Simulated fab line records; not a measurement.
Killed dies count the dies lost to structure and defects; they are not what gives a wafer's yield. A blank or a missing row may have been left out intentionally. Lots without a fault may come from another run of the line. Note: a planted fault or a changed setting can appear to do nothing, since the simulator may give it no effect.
Which tool did it?    flow gf180mcu    24 lots with 72 wafers sampled at 5 steps, on a route of 602 steps

== WHAT EACH GAUGE READ, for each wafer ==
GF_VT_IMPLANT_OVL_MEAS_40.
lot   measured      on          VT_IMPLANT_03_OVL (nm)
L074  day 7 09:55   overlay-01  -0.7 -2.4 -1.2
L075  day 7 21:40   overlay-02  -0.9 -2.7 -0.7
L076  day 8 01:45   overlay-01  -0.9 -0.5 -2.0
L077  day 8 05:48   overlay-01  -0.8 -1.5 -0.7
L078  day 8 11:18   overlay-02  -0.4 -0.1 -0.2
L079  day 8 21:53   overlay-01  1.5 0.3 1.7
L080  day 9 03:39   overlay-01  -2.5 -1.2 -0.5
L081  day 9 08:29   overlay-01  0.8 0.7 0.2
L082  day 9 15:48   overlay-02  -0.1 -0.7 -0.2
L083  day 10 01:21  overlay-02  -1.8 -2.2 -1.2
L084  day 10 08:59  overlay-02  -2.3 -3.2 -2.6
L085  day 10 15:33  overlay-02  -0.6 -1.8 -0.1
L086  day 10 19:15  overlay-01  -0.4 -0.9 1.1
L087  day 11 10:32  overlay-02  0.3 -0.1 -0.3
L088  day 11 15:44  overlay-02  0.2 0.4 0.4
L089  day 11 20:40  overlay-01  -0.4 -0.4 -0.7
L090  day 12 03:53  overlay-01  0.4 -0.1 0.8
L091  day 12 09:19  overlay-02  0.2 -1.2 -0.6
L092  day 12 22:23  overlay-01  -0.2 0.4 -0.9
L093  day 12 23:24  overlay-02  -3.0 -2.4 -2.2
L094  day 13 10:09  overlay-01  0.6 1.1 0.7
L095  day 13 13:19  overlay-01  -0.7 -1.6 0.1
L096  day 13 16:48  overlay-02  -0.8 -0.1 0.2
L097  day 13 23:17  overlay-01  0.8 3.0 1.6

GF_MIM_RS_MEAS_10: the measuring method here is four-point-probe.
lot   measured      on            MIM_ALCU_RS (ohm/sq)
L074  day 24 07:22  filmMetro-04  0.1601 0.1617 0.1606
L075  day 24 20:38  filmMetro-04  0.1617 0.1609 0.1606
L076  day 25 04:11  filmMetro-04  0.1616 0.1634 0.1623
L077  day 25 09:35  filmMetro-01  0.1601 0.1596 0.1591
L078  day 25 13:38  filmMetro-02  0.1610 0.1649 0.1621
L079  day 26 06:47  filmMetro-01  0.1589 0.1610 0.1605
L080  day 26 10:55  filmMetro-04  0.1626 0.1615 0.1621
L081  day 26 18:52  filmMetro-04  0.1612 0.1640 0.1627
L082  day 27 05:15  filmMetro-01  0.1599 0.1593 0.1591
L083  day 27 14:10  filmMetro-01  0.1615 0.1626 0.1620
L084  day 27 20:34  filmMetro-04  0.1611 0.1620 0.1606
L085  day 28 05:33  filmMetro-01  0.1598 0.1614 0.1581
L086  day 28 09:36  filmMetro-01  0.1634 0.1636 0.1625
L087  day 28 23:40  filmMetro-01  0.1604 0.1597 0.1590
L088  day 29 06:41  filmMetro-02  0.1621 0.1625 0.1621
L089  day 29 11:49  filmMetro-04  0.1614 0.1649 0.1649
L090  day 29 15:49  filmMetro-04  0.1630 0.1614 0.1605
L091  day 30 01:44  filmMetro-02  0.1584 0.1598 0.1591
L092  day 30 10:02  filmMetro-01  0.1598 0.1613 0.1591
L093  day 30 14:29  filmMetro-02  0.1612 0.1621 0.1615
L094  day 30 23:46  filmMetro-01  0.1603 0.1634 0.1602
L095  day 31 00:43  filmMetro-01  0.1618 0.1615 0.1614
L096  day 31 03:10  filmMetro-02  0.1634 0.1626 0.1612
L097  day 31 08:00  filmMetro-02  0.1613 0.1610 0.1606

GF_V5_OVL_MEAS_15.
lot   measured      on          V5_OVL (nm)
L074  day 27 00:39  overlay-01  -1 5 -4
L075  day 27 12:28  overlay-01  5 8 5
L076  day 27 19:32  overlay-01  3 1 8
L077  day 28 01:38  overlay-01  -2 1 6
L078  day 28 03:44  overlay-02  0 -1 2
L079  day 28 21:22  overlay-02  5 3 4
L080  day 28 23:40  overlay-02  1 -1 3
L081  day 29 08:23  overlay-02  -1 5 5
L082  day 29 16:58  overlay-02  7 7 8
L083  day 30 01:10  overlay-02  0 1 0
L084  day 30 07:59  overlay-01  -3 -7 -2
L085  day 30 15:55  overlay-02  9 6 7
L086  day 30 20:29  overlay-02  0 -2 -4
L087  day 31 08:28  overlay-02  -2 11 2
L088  day 31 15:08  overlay-02  4 2 1
L089  day 31 19:16  overlay-02  0 3 5
L090  day 31 22:46  overlay-01  5 1 8
L091  day 32 08:10  overlay-01  5 6 9
L092  day 32 15:37  overlay-01  8 7 5
L093  day 32 19:10  overlay-01  4 9 1
L094  day 33 04:22  overlay-01  5 14 6
L095  day 33 04:57  overlay-01  4 8 3
L096  day 33 06:50  overlay-01  6 -2 6
L097  day 33 10:31  overlay-01  -1 4 5

== WHICH TOOL RAN EACH LOT (tool, then ch and the chambers of the sampled wafers, then the start) ==
lot   GF_DNWELL_STRIP_08                  GF_V4_STRIP_18
L074  plasmaAsher-03 ch 0,1, day 2 18:55  plasmaAsher-03 ch 0,1, day 24 05:35
L075  plasmaAsher-02 ch 1, day 3 02:52    plasmaAsher-03 ch 0,1, day 24 18:59
L076  plasmaAsher-03 ch 0,1, day 3 05:44  plasmaAsher-02 ch 0,1, day 25 02:33
L077  plasmaAsher-01 ch 0,1, day 3 10:11  plasmaAsher-01 ch 0,1, day 25 07:57
L078  plasmaAsher-03 ch 0,1, day 3 15:16  plasmaAsher-03 ch 0,1, day 25 11:59
L079  plasmaAsher-01 ch 0,1, day 3 21:56  plasmaAsher-02 ch 0,1, day 26 05:09
L080  plasmaAsher-03 ch 0,1, day 4 02:32  plasmaAsher-03 ch 0,1, day 26 09:16
L081  plasmaAsher-02 ch 0,1, day 4 06:56  plasmaAsher-03 ch 0,1, day 26 17:08
L082  plasmaAsher-01 ch 0,1, day 4 13:13  plasmaAsher-03 ch 0,1, day 27 03:01
L083  plasmaAsher-03 ch 0,1, day 4 20:10  plasmaAsher-03 ch 0,1, day 27 12:04
L084  plasmaAsher-02 ch 0, day 5 00:50    plasmaAsher-02 ch 1, day 27 18:24
L085  plasmaAsher-02 ch 0, day 5 06:29    plasmaAsher-02 ch 0,1, day 28 03:29
L086  plasmaAsher-03 ch 0,1, day 5 10:28  plasmaAsher-02 ch 0,1, day 28 07:52
L087  plasmaAsher-03 ch 0,1, day 5 22:14  plasmaAsher-01 ch 0,1, day 28 22:01
L088  plasmaAsher-03 ch 0,1, day 6 01:26  plasmaAsher-01 ch 0,1, day 29 05:03
L089  plasmaAsher-02 ch 0,1, day 6 04:53  plasmaAsher-01 ch 0,1, day 29 10:08
L090  plasmaAsher-03 ch 0,1, day 6 09:34  plasmaAsher-02 ch 0,1, day 29 14:09
L091  plasmaAsher-01 ch 0,1, day 6 14:46  plasmaAsher-03 ch 0,1, day 29 23:33
L092  plasmaAsher-02 ch 0,1, day 6 21:07  plasmaAsher-02 ch 0,1, day 30 08:23
L093  plasmaAsher-01 ch 0,1, day 7 00:46  plasmaAsher-01 ch 0,1, day 30 12:50
L094  plasmaAsher-02 ch 0, day 7 09:06    plasmaAsher-01 ch 0,1, day 30 22:08
L095  plasmaAsher-02 ch 0,1, day 7 11:25  plasmaAsher-02 ch 0,1, day 30 23:00
L096  plasmaAsher-02 ch 0,1, day 7 15:04  plasmaAsher-01 ch 0,1, day 31 01:28
L097  plasmaAsher-02 ch 0, day 7 19:44    plasmaAsher-01 ch 0,1, day 31 06:21
- GF_DNWELL_STRIP_08: strips in O2/N2.
- GF_V4_STRIP_18: strips in O2/N2.

== WHAT THE TOOLS THEMSELVES READ (means of the sampled wafers that have a number; where no wafer has one, the mark that the record gives instead) ==
GF_DNWELL_STRIP_08.
lot   tool            drypumpMotorCurrentA (A)  heaterPowerW (W)  oesProductAu (a.u.)  stripTimeToEndpointS (s)
L074  plasmaAsher-03  5.8                       332               0.724                36.93
L075  plasmaAsher-02  5.9                       313               0.719                37.11
L076  plasmaAsher-03  5.5                       314               0.723                36.97
L077  plasmaAsher-01  5.2                       362               0.722                37.02
L078  plasmaAsher-03  5.5                       308               0.721                36.93
L079  plasmaAsher-01  5.5                       345               0.724                36.93
L080  plasmaAsher-03  5.5                       305               0.722                37.02
L081  plasmaAsher-02  6.0                       329               0.721                36.89
L082  plasmaAsher-01  5.5                       349               0.721                36.79
L083  plasmaAsher-03  5.8                       331               0.717                36.95
L084  plasmaAsher-02  6.2                       363               0.722                36.95
L085  plasmaAsher-02  6.2                       364               0.723                37.02
L086  plasmaAsher-03  5.8                       331               0.723                36.97
L087  plasmaAsher-03  5.5                       308               0.723                36.98
L088  plasmaAsher-03  5.5                       309               0.724                36.93
L089  plasmaAsher-02  6.0                       333               0.723                36.95
L090  plasmaAsher-03  5.8                       329               0.726                36.83
L091  plasmaAsher-01  5.2                       354               0.719                36.88
L092  plasmaAsher-02  6.1                       345               0.720                36.85
L093  plasmaAsher-01  5.5                       344               0.721                36.86
L094  plasmaAsher-02  6.2                       358               0.721                36.97
L095  plasmaAsher-02  6.1                       344               0.722                36.92
L096  plasmaAsher-02  6.0                       339               0.717                37.14
L097  plasmaAsher-02  6.1                       359               0.722                37.12

GF_V4_STRIP_18.
lot   tool            drypumpMotorCurrentA (A)  heaterPowerW (W)  oesProductAu (a.u.)
L074  plasmaAsher-03  5.9                       331               0.597
L075  plasmaAsher-03  5.5                       302               0.590
L076  plasmaAsher-02  6.1                       344               0.591
L077  plasmaAsher-01  5.5                       341               0.593
L078  plasmaAsher-03  5.5                       305               0.592
L079  plasmaAsher-02  6.1                       348               0.596
L080  plasmaAsher-03  5.5                       309               0.592
L081  plasmaAsher-03  5.5                       310               0.596
L082  plasmaAsher-03  5.5                       305               0.592
L083  plasmaAsher-03  5.5                       315               0.595
L084  plasmaAsher-02  5.8                       319               0.589
L085  plasmaAsher-02  6.1                       338               0.594
L086  plasmaAsher-02  6.0                       333               0.593
L087  plasmaAsher-01  5.2                       353               0.594
L088  plasmaAsher-01  5.5                       346               0.591
L089  plasmaAsher-01  5.2                       356               0.595
L090  plasmaAsher-02  6.1                       345               0.592
L091  plasmaAsher-03  5.8                       328               0.589
L092  plasmaAsher-02  6.0                       338               0.588
L093  plasmaAsher-01  5.5                       344               0.592
L094  plasmaAsher-01  5.5                       345               0.592
L095  plasmaAsher-02  6.1                       352               0.592
L096  plasmaAsher-01  5.2                       355               0.590
L097  plasmaAsher-01  5.2                       355               0.593

== THE ANSWER, worked out from the rows above alone ==
Rule: what is usual is taken from the lots themselves. The widest of any qualifying gaps counts: lots, ordered by their means at a reading, are off when they make up no more than a third of the lots, leave a main group of 4 or more, and stand apart from it by 3 or more times the standard deviation of that group's means. A main group is skipped when, at the precision printed for the reading in the tables above, its means are all equal. Also off: a lot with no number at a reading for which 4 or more lots have one. All remaining lots with rows at the step are treated as sound. First the gauges in route order, then the tools' own readings, where a lot's mean is used as printed above. At the first step where some lot is off, the reading lying furthest off is the one used; lots without a number count as furthest.
No lot is off on any of the readings shown, so nothing can be concluded from this.

== WHAT WAS PUT IN BY THE SIMULATOR ==
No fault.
